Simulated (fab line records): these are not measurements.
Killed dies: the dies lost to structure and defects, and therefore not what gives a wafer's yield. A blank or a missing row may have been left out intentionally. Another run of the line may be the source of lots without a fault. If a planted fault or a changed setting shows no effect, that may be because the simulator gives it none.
A lot that was struck, set against a sound lot	flow sky130	15 steps out of a route of 708
Sound: these wafers, L606.1, L606.2, L606.5. Struck: wafers L616.1, L616.2, L616.3. The cause is given at the end.
Per side, at each step with rows, come the tool, then ch with its chambers, and then its first start. Under that, the readings that differ: sound wafers	struck wafers	difference of the means	sigmas: that difference in standard deviations of wafers without a fault.
alike: a reading whose means differ by less than 2 such deviations, as well as words and numbers matching on both sides. not compared: withheld readings; readings where some wafer has no value; bounds like >300 that might hide an equal value; numbers whose values overlap and for which the record gives no deviation.
A row with sigmas, a row that says differs or no value, or rows on one side alone: a step with any of these is where the two part. Non-overlapping numbers with no deviation appear without sigmas and do not part them. Lack of a reading on every wafer of one side parts them only where that side has two or more wafers.

SKY_VT_ADJUST_HVTR_OVL_MEAS_08:
  sound on overlay-02, day 10 12:25; struck on overlay-02, day 13 19:43
  alike: VT_ADJUST_HVTR_OVL
after that, 1 step had no rows for these wafers: SKY_VT_ADJUST_HVTR_IMPLANT_09.
SKY_VT_ADJUST_HVTR_STRIP_10: strips in O2/N2.
  sound on plasma_asher-03 ch 0,1, day 10 12:36; struck on plasma_asher-03 ch 0,1, day 13 19:55
  alike: drypump_motor_current_A, oes_product_au, strip_time_to_endpoint_s
  not compared: rf_hours_counter_h
SKY_VT_ADJUST_HVTR_TW_MEAS_11:
  sound on film_metro-01, day 10 12:42; struck on film_metro-03, day 13 20:01
  alike: VT_ADJUST_HVTR_TW
then, 7 steps without rows for these wafers: SKY_VT_ADJUST_PCH_DEHYDRATE_00 (time 60 s); SKY_VT_ADJUST_PCH_HMDS_01 (prime time 60 s); SKY_VT_ADJUST_PCH_COAT_02 (resist thk 3000 nm); SKY_VT_ADJUST_PCH_SOFTBAKE_03; SKY_VT_ADJUST_PCH_EXPOSE_04 (exposes mask NWM, target cd 840 nm); SKY_VT_ADJUST_PCH_PEB_05; SKY_VT_ADJUST_PCH_DEVELOP_06 (develop time 60 s).
SKY_VT_ADJUST_PCH_OVL_MEAS_07:
  sound on overlay-01, day 11 13:41; struck on overlay-02, day 14 21:56
  alike: VT_ADJUST_PCH_OVL
SKY_VT_ADJUST_PCH_IMPLANT_08:
  sound on implanter-02 ch 0, day 11 13:44; struck on implanter-02, day 14 21:59
  no value came back on the struck wafers for beam_energy_keV, beam_on_s (s), end_station_pressure_torr (Torr); on the sound wafers beam_energy_keV reads 9.998 10.003 9.999
SKY_VT_ADJUST_PCH_STRIP_09: strips in O2/N2.
  sound on plasma_asher-03 ch 0,1, day 11 13:53; struck on plasma_asher-02 ch 0,1, day 14 22:08
  alike: drypump_motor_current_A, oes_product_au, strip_time_to_endpoint_s
  not compared: rf_hours_counter_h
SKY_VT_ADJUST_PCH_TW_MEAS_10:
  sound on film_metro-01, day 11 13:59; struck on film_metro-04, day 14 22:14
reading	sound	struck	difference	sigmas
VT_ADJUST_PCH_TW	142.3 142.7 143.0	29.8 29.9 30.1	-112.7	-99 or more

WHERE THEY PART
At SKY_VT_ADJUST_PCH_IMPLANT_08 first; at SKY_VT_ADJUST_PCH_TW_MEAS_10 last (within this record only).

WHY: what had been put in by the simulator
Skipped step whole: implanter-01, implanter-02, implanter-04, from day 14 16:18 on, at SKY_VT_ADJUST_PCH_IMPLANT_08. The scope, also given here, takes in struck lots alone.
